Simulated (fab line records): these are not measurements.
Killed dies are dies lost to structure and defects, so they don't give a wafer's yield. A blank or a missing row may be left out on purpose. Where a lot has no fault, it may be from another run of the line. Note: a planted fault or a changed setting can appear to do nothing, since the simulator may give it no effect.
fab line records	flow sky130
record: lots: 13	wafers: 39	last_day: 49
route steps=708 shown PWDE@54 CAP2M@607 VIA4@659 PASSIVATION@683 PAD_OPEN@708
lots with no fault: from the same line, run without faults
start_h: the number of hours between the record's first day and the start of the first shown wafer of the lot	wait_h: hours from the lot's prior step to this one	" unchanged from the row above	L1.1+2: a single row standing in for several wafers	- either no value or no given start	* or withheld: withheld	< > ~ a bound
route shown NAME@n: names a module that has steps shown in the file, with the first one's number in the route	usual: mean/standard deviation taken from wafers without a fault	same: alike in all rows	chamber/n: place in a boat	sites: per-site readings	_std_site: standard deviation across them	_edge_site: outer sites' mean less inner sites'	radius_mm: for every site, how far away it sits from the centre of the wafer	mask NAME#n: copy n	behind: the tool/chamber that last shaped the wafer	hold: cause of the lot's hold/its duration in hours/its outcome	device: names the non-switching transistor (n, p or np)	end of line: at the end of the route, the tests of the same wafers	a step given without rows: its recipe and nothing more	killed: at the first sort, the dies lost to defects and structure; wafer yield is something else	map: shows each die of a wafer: x if killed, . if not, _ if none is there
set.NAME: setting as actually run; set.NAME@STEP: the setting as run at that earlier step	model.NAME: the simulator's own value behind a step, which no gauge read
route steps across a sampled set of lots; one table per step, one row per wafer
services: when a tool's chamber went out of use (start_h, in hours from the record's first day, below 0 if earlier), for how many hours, and the reason
== steps ==
step: SKY_PWDE_STRIP_09
recipe: chemistry: O2/N2	power_w: 1400	pressure_mtorr: 1500	platen_temp_c: withheld	o2_flow_sccm: 3000	n2_flow_sccm: 300	overash_fraction: 0.5
usual: drypump_motor_current_A: 5.9/0.39	oes_product_au: 0.722/0.0049	strip_time_to_endpoint_s: 36.94/0.1
lot.wafer	tool	chamber	start_h	wait_h	drypump_motor_current_A	oes_product_au	rf_hours_counter_h	strip_time_to_endpoint_s
L820.4	plasma_asher-03	1	76.00	0.1	6.1	0.724	-	36.85
L820.5	"	0	"	"	6.4	0.726	-	36.96
L820.6	"	1	"	"	6.0	0.726	-	36.97
L821.1	plasma_asher-04	1	88.75	0.1	5.4	0.727	40	36.99
L821.2	"	0	"	"	6.0	0.728	40	36.95
L821.6	"	1	"	"	5.4	0.710	-	36.99
L824.2	plasma_asher-04	1	98.30	0.1	5.4	0.723	41	36.79
L824.5	"	0	"	"	6.0	0.711	-	36.81
L824.6	"	1	"	"	5.3	0.734	-	36.87
L825.2	plasma_asher-03	1	110.60	0.1	6.1	0.718	30	36.81
L825.4	"	1	"	"	6.1	0.712	-	36.81
L825.6	"	0	"	"	6.5	0.722	-	36.74
L826.2	plasma_asher-04	0	124.76	0.1	6.1	0.718	44	37.02
L826.4	"	0	"	"	6.1	0.711	-	36.96
L826.5	"	1	"	"	5.3	0.726	-	37.09
L828.1	plasma_asher-04	1	125.15	0.1	5.3	0.721	44	36.93
L828.5	"	0	"	"	6.1	0.725	-	36.93
L828.6	"	1	"	"	5.3	0.717	-	36.88
L827.3	plasma_asher-04	1	125.53	0.1	5.3	0.725	-	36.92
L827.5	"	0	"	"	6.1	0.718	-	36.92
L827.6	"	1	"	"	5.4	0.727	-	36.95
L829.2	plasma_asher-03	0	126.46	0.1	6.5	0.718	31	36.68
L829.3	"	0	"	"	6.5	0.728	-	36.75
L829.4	"	1	"	"	6.1	0.722	-	36.74
L832.2	plasma_asher-04	0	141.09	0.1	6.1	0.718	46	37.04
L832.4	"	1	"	"	5.3	0.722	-	36.93
L832.5	"	1	"	"	5.3	0.717	-	36.93
L835.3	plasma_asher-03	1	153.83	0.1	6.0	0.723	-	36.88
L835.4	"	0	"	"	6.5	0.720	-	36.88
L835.6	"	1	"	"	6.1	0.718	-	36.79
L836.3	plasma_asher-03	1	159.58	0.1	6.1	0.722	-	36.90
L836.4	"	0	"	"	6.5	0.727	-	36.98
L836.5	"	1	"	"	6.1	0.715	-	37.03
L837.2	plasma_asher-03	1	168.21	0.1	6.1	0.728	36	36.89
L837.3	"	1	"	"	6.0	0.724	-	37.09
L837.6	"	0	"	"	6.5	0.724	-	37.01
L839.1	plasma_asher-03	0	183.24	0.1	6.5	0.725	38	36.96
L839.2	"	1	"	"	6.1	0.722	38	36.89
L839.4	"	1	"	"	6.1	0.726	-	36.88
step: SKY_CAP2M_THK_MEAS_04
recipe: thk_meas_gauge: xrf	reads: TiN_of_CAP2M_SPUTTER_02
usual: CAP2M_TIN_THK: 201.7/2.6
lot.wafer	tool	chamber	start_h	wait_h	CAP2M_TIN_THK[nm]
L820.4	film_metro-02	-	937.26	0.1	202.5
L820.5	"	-	"	"	200.7
L820.6	"	-	"	"	201.6
L821.1	film_metro-03	-	947.85	0.1	198.6
L821.2	"	-	"	"	204.8
L821.6	"	-	"	"	199.5
L824.2	film_metro-02	-	966.16	0.1	199.2
L824.5	"	-	"	"	199.9
L824.6	"	-	"	"	198.7
L825.2	film_metro-02	-	979.69	0.1	205.0
L825.4	"	-	"	"	202.2
L825.6	"	-	"	"	204.3
L826.2	film_metro-02	-	996.26	0.1	200.5
L826.4	"	-	"	"	200.1
L826.5	"	-	"	"	200.3
L828.1	film_metro-04	-	997.15	0.1	201.2
L828.5	"	-	"	"	201.8
L828.6	"	-	"	"	198.5
L827.3	film_metro-04	-	1001.06	0.1	199.0
L827.5	"	-	"	"	204.8
L827.6	"	-	"	"	199.8
L829.2	film_metro-02	-	1007.58	0.1	201.5
L829.3	"	-	"	"	203.8
L829.4	"	-	"	"	203.4
L832.2	film_metro-03	-	1018.85	0.1	193.6
L832.4	"	-	"	"	199.0
L832.5	"	-	"	"	194.8
L835.3	film_metro-02	-	1036.84	0.1	203.2
L835.4	"	-	"	"	206.1
L835.6	"	-	"	"	208.1
L836.3	film_metro-02	-	1037.30	0.1	204.2
L836.4	"	-	"	"	205.9
L836.5	"	-	"	"	204.0
L837.2	film_metro-02	-	1051.75	0.1	200.1
L837.3	"	-	"	"	200.3
L837.6	"	-	"	"	199.4
L839.1	film_metro-04	-	1062.35	0.1	200.3
L839.2	"	-	"	"	197.7
L839.4	"	-	"	"	198.1
step: SKY_VIA4_THK_MEAS_20
recipe: thk_meas_gauge: xrf	reads: W_of_VIA4_CVD_18
usual: VIA4_W_THK: 491/7.3
lot.wafer	tool	chamber	start_h	wait_h	VIA4_W_THK[nm]
L820.4	film_metro-01	-	1011.69	0.1	490
L820.5	"	-	"	"	487
L820.6	"	-	"	"	488
L821.1	film_metro-01	-	1022.19	0.1	478
L821.2	"	-	"	"	495
L821.6	"	-	"	"	493
L824.2	film_metro-01	-	1037.61	0.1	482
L824.5	"	-	"	"	489
L824.6	"	-	"	"	490
L825.2	film_metro-03	-	1050.53	0.1	486
L825.4	"	-	"	"	491
L825.6	"	-	"	"	490
L826.2	film_metro-01	-	1065.78	0.1	483
L826.4	"	-	"	"	498
L826.5	"	-	"	"	487
L828.1	film_metro-03	-	1067.14	0.1	496
L828.5	"	-	"	"	496
L828.6	"	-	"	"	482
L827.3	film_metro-01	-	1070.21	0.1	500
L827.5	"	-	"	"	510
L827.6	"	-	"	"	485
L829.2	film_metro-03	-	1076.25	0.1	494
L829.3	"	-	"	"	491
L829.4	"	-	"	"	498
L832.2	film_metro-01	-	1087.45	0.1	493
L832.4	"	-	"	"	492
L832.5	"	-	"	"	491
L835.3	film_metro-02	-	1103.99	0.1	486
L835.4	"	-	"	"	503
L835.6	"	-	"	"	496
L836.3	film_metro-01	-	1104.33	0.1	502
L836.4	"	-	"	"	492
L836.5	"	-	"	"	490
L837.2	film_metro-01	-	1116.41	0.1	502
L837.3	"	-	"	"	494
L837.6	"	-	"	"	493
L839.1	film_metro-01	-	1127.96	0.1	508
L839.2	"	-	"	"	491
L839.4	"	-	"	"	505
step: SKY_PASSIVATION_CVD_02
recipe: material: Si3N4	target_thk_nm: 540	temp_c: 400	time_s: withheld	rf_w: 450
usual: heater_power_w: 686/110
lot.wafer	tool	chamber	start_h	wait_h	heater_power_w
L820.4	pecvd-02	2	1035.52	0.1	717
L820.5	"	0	"	"	948
L820.6	"	1	"	"	609
L821.1	pecvd-02	0	1045.79	0.1	884
L821.2	"	1	"	"	693
L821.6	"	1	"	"	537
L824.2	pecvd-04	2	1060.99	0.0	781
L824.5	"	2	"	"	818
L824.6	"	0	"	"	690
L825.2	pecvd-03	0	1073.35	0.0	599
L825.4	"	1	"	"	525
L825.6	"	0	"	"	605
L826.2	pecvd-02	0	1088.25	0.0	861
L826.4	"	0	"	"	891
L826.5	"	2	"	"	748
L828.1	pecvd-03	0	1089.30	0.1	614
L828.5	"	1	"	"	548
L828.6	"	2	"	"	481
L827.3	pecvd-04	2	1091.61	0.0	790
L827.5	"	2	"	"	828
L827.6	"	1	"	"	665
L829.2	pecvd-02	2	1098.74	0.0	777
L829.3	"	1	"	"	651
L829.4	"	2	"	"	639
L832.2	pecvd-02	2	1109.86	0.0	744
L832.4	"	2	"	"	746
L832.5	"	1	"	"	649
L835.3	pecvd-02	2	1125.32	0.0	739
L835.4	"	0	"	"	759
L835.6	"	2	"	"	770
L836.3	pecvd-02	0	1125.86	0.0	813
L836.4	"	0	"	"	844
L836.5	"	2	"	"	681
L837.2	pecvd-02	1	1137.39	0.0	667
L837.3	"	2	"	"	713
L837.6	"	0	"	"	902
L839.1	pecvd-04	2	1148.30	0.1	747
L839.2	"	0	"	"	597
L839.4	"	1	"	"	648
step: SKY_PAD_OPEN_PROBE_99
usual: killed_at_M0_to_M3: 44/6.8	killed_at_M4_up: 3.1/1.8	killed_at_contacts: 25/5.2	killed_at_front_end: 15/4.1	killed_at_other: 0.3/0.62	killed_dies: 88/9.4	killed_open: 48/7.1	killed_short: 40/6.1
same: gross_dies: 492	killed_at_back_side: 0
lot.wafer	tool	chamber	start_h	wait_h	killed_at_M0_to_M3	killed_at_M4_up	killed_at_contacts	killed_at_front_end	killed_at_other	killed_dies	killed_open	killed_short
L836.3	prober-02	-	1165.48	0.2	49	1	28	21	0	99	51	48
L836.4	prober-02	-	1165.53	0.2	31	3	25	22	0	81	45	36
L836.5	prober-02	-	1165.58	0.2	40	7	25	16	0	88	53	35
L837.2	prober-01	-	1175.95	0.1	43	2	14	7	0	66	41	25
L837.3	prober-01	-	1176.00	0.2	45	0	23	13	0	81	46	35
L837.6	prober-01	-	1176.15	0.2	37	4	20	66	0	127	42	32
L839.1	prober-02	-	1185.98	0.1	32	3	24	63	0	122	33	39
L839.2	prober-02	-	1186.03	0.1	38	1	22	13	0	74	40	33
L839.4	prober-02	-	1186.13	0.2	47	6	22	21	0	96	52	43
killed by level:class
L836.3 CONTACT:geometric_particle:open=10 VIA1:geometric_particle:open=10 VIA3:geometric_particle:open=9 POLY_GATE:geometric_particle:short=8 VIA1:geometric_particle:short=8 VIA2:geometric_particle:open=6 LOCAL_INTERCONNECT:geometric_particle:short=5 METAL2:geometric_particle:short=5
L836.4 CONTACT:geometric_particle:open=12 VIA2:geometric_particle:open=9 POLY_GATE:geometric_particle:short=7 VIA1:geometric_particle:open=7 FIELD_ISO:geometric_particle:short=5 LI_CONTACT:geometric_particle:open=5 METAL1:geometric_particle:short=5 POLY_GATE:geometric_particle:open=4
L836.5 VIA1:geometric_particle:open=11 CONTACT:geometric_particle:open=10 VIA3:geometric_particle:open=7 FIELD_ISO:geometric_particle:open=5 LI_CONTACT:geometric_particle:open=5 METAL2:geometric_particle:short=5 METAL4:geometric_particle:short=5 LI_CONTACT:geometric_particle:short=4
L837.2 VIA1:geometric_particle:open=10 CONTACT:geometric_particle:open=8 VIA2:geometric_particle:open=8 VIA1:geometric_particle:short=7 LI_CONTACT:geometric_particle:open=5 METAL1:geometric_particle:short=5 METAL2:geometric_particle:short=5 VIA3:geometric_particle:open=4
L837.3 VIA1:geometric_particle:open=15 CONTACT:geometric_particle:open=13 METAL1:geometric_particle:short=6 METAL2:geometric_particle:short=6 VIA1:geometric_particle:short=4 FIELD_ISO:geometric_particle:open=3 LI_CONTACT:geometric_particle:open=3 CONTACT:geometric_particle:short=3
L837.6 PWDE:unspecified=53 VIA1:geometric_particle:open=10 CONTACT:geometric_particle:open=7 LI_CONTACT:geometric_particle:open=6 METAL2:geometric_particle:short=6 CONTACT:geometric_particle:short=5 METAL1:geometric_particle:short=4 METAL4:geometric_particle:short=4
L839.1 PWDE:unspecified=50 VIA3:geometric_particle:open=10 CONTACT:geometric_particle:open=9 LOCAL_INTERCONNECT:geometric_particle:short=7 POLY_GATE:geometric_particle:short=5 METAL1:geometric_particle:short=5 FIELD_ISO:geometric_particle:open=4 LI_CONTACT:geometric_particle:short=4
L839.2 LI_CONTACT:geometric_particle:open=9 VIA2:geometric_particle:open=7 VIA1:geometric_particle:open=6 CONTACT:geometric_particle:short=5 CONTACT:geometric_particle:open=5 METAL1:geometric_particle:short=5 VIA3:geometric_particle:open=4 FIELD_ISO:geometric_particle:short=3
L839.4 VIA3:geometric_particle:open=13 VIA1:geometric_particle:open=8 FIELD_ISO:geometric_particle:open=7 VIA1:geometric_particle:short=7 POLY_GATE:geometric_particle:open=6 CONTACT:geometric_particle:short=5 CONTACT:geometric_particle:open=5 METAL2:geometric_particle:short=5
== services ==
tool	chamber	start_h	hours	kind
plasma_asher-04	-	59.15	2.8	pm
pecvd-02	-	75.93	0.8	repair
pecvd-02	-	120.66	0.3	repair
pecvd-02	0	146.72	13.9	repair
plasma_asher-03	-	199.98	0.7	repair
plasma_asher-03	-	212.78	2.8	pm
plasma_asher-03	-	247.36	3.9	repair
pecvd-02	-	384.63	3.4	repair
pecvd-02	-	444.91	2.8	repair
plasma_asher-03	-	465.74	1.2	repair
pecvd-02	-	495.00	5.4	repair
pecvd-02	1	532.57	2.2	repair
plasma_asher-03	-	561.76	9.4	repair
pecvd-02	1	658.35	4.1	repair
pecvd-02	-	696.41	1.9	repair
pecvd-02	-	698.70	2.8	pm
pecvd-02	-	756.96	1.2	repair
plasma_asher-03	-	759.75	3.0	repair
plasma_asher-03	-	786.92	8.3	repair
pecvd-02	-	901.42	14.6	pm
pecvd-02	-	941.66	3.8	repair
plasma_asher-03	-	1055.31	9.0	pm
plasma_asher-03	-	1116.83	8.7	repair
pecvd-02	-	1117.58	0.8	pm
== key ==
first_sign: step: SKY_PAD_OPEN_PROBE_99	reading: killed_at_front_end	direction: up	sigmas: 12	usual: 15	struck: 64
effect: step: SKY_PAD_OPEN_PROBE_99	reading: killed_dies	direction: up	sigmas: 3.9	usual: 88	struck: 124
met_at SKY_PWDE_STRIP_09
struck_lots L837,L839
struck_wafers L837.6,L839.1
tester_left_out L837,L839
not_acting_at SKY_CAP2M_THK_MEAS_04,SKY_VIA4_THK_MEAS_20,SKY_PASSIVATION_CVD_02
onset_between 159.58 168.21
fault: kind: chamber_particle_source	tool: plasma_asher-03	chamber: 0	onset_h: 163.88	steps: SKY_PWDE_STRIP_09	rate_per_visit_cm2: 0.78472	end_h: 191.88
tester_left_out: of these lots the tester's yield and bins aren't shown, on N5 and GAA mostly nor the transistor test; their killed dies are dies lost to structure and defects alone, not to doping, threshold or leakage, so they don't give the yield
